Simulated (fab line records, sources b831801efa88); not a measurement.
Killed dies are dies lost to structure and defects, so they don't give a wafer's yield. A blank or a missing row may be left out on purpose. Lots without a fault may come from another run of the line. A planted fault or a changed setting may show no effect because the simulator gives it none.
Chamber matching | flow sky130 | SKY_LI_CONTACT_CMP_02 on cmp-01: 4 sister chambers
The step polishes PSG. 4 wafers are shown with their chamber, then 8 later ones without.

WAFERS WITH THEIR CHAMBER
wafer  | chamber | motor_current_A (A)
L747.3 | 2       | 12.6
L749.2 | 3       | 14.1
L749.6 | 1       | 13.1
L754.1 | 0       | 12.2

WAFERS WITHOUT THEIR CHAMBER
wafer  | motor_current_A (A)
L754.2 | 14.2
L754.6 | 14.3
L760.1 | 12.8
L760.2 | 14.3
L760.6 | 12.7
L761.1 | 12.5
L761.2 | 13.5
L761.3 | 12.3

WHICH CHAMBER EACH WENT THROUGH
wafer  | from the rows above          | in truth
L754.2 | 3                            | 3
L754.6 | 3                            | 3
L760.1 | can't be placed: 2 or 1 or 0 | 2
L760.2 | 3                            | 3
L760.6 | can't be placed: 2 or 1 or 0 | 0
L761.1 | can't be placed: 2 or 0      | 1
L761.2 | can't be placed: 1 or 3      | 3
L761.3 | can't be placed: 0 or 2      | 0
Placed correctly: 3 of 8. Can't be placed from these rows: 5 (the true chamber is among the candidates in 4). Placed wrongly: 0.
How it was worked out, from the rows above alone: a wafer's distance from a chamber is the root of the sum, over the readings, of the square of ((its reading less the chamber's mean) divided by the reading's scatter). The wafer belongs to the nearest chamber; if the next one is less than 2 further off, it can't be placed. A chamber's mean is the mean of its shown wafers. The scatter: with one shown wafer a chamber, the root of the mean of the squares of how far each hidden wafer lies from its nearest shown one.
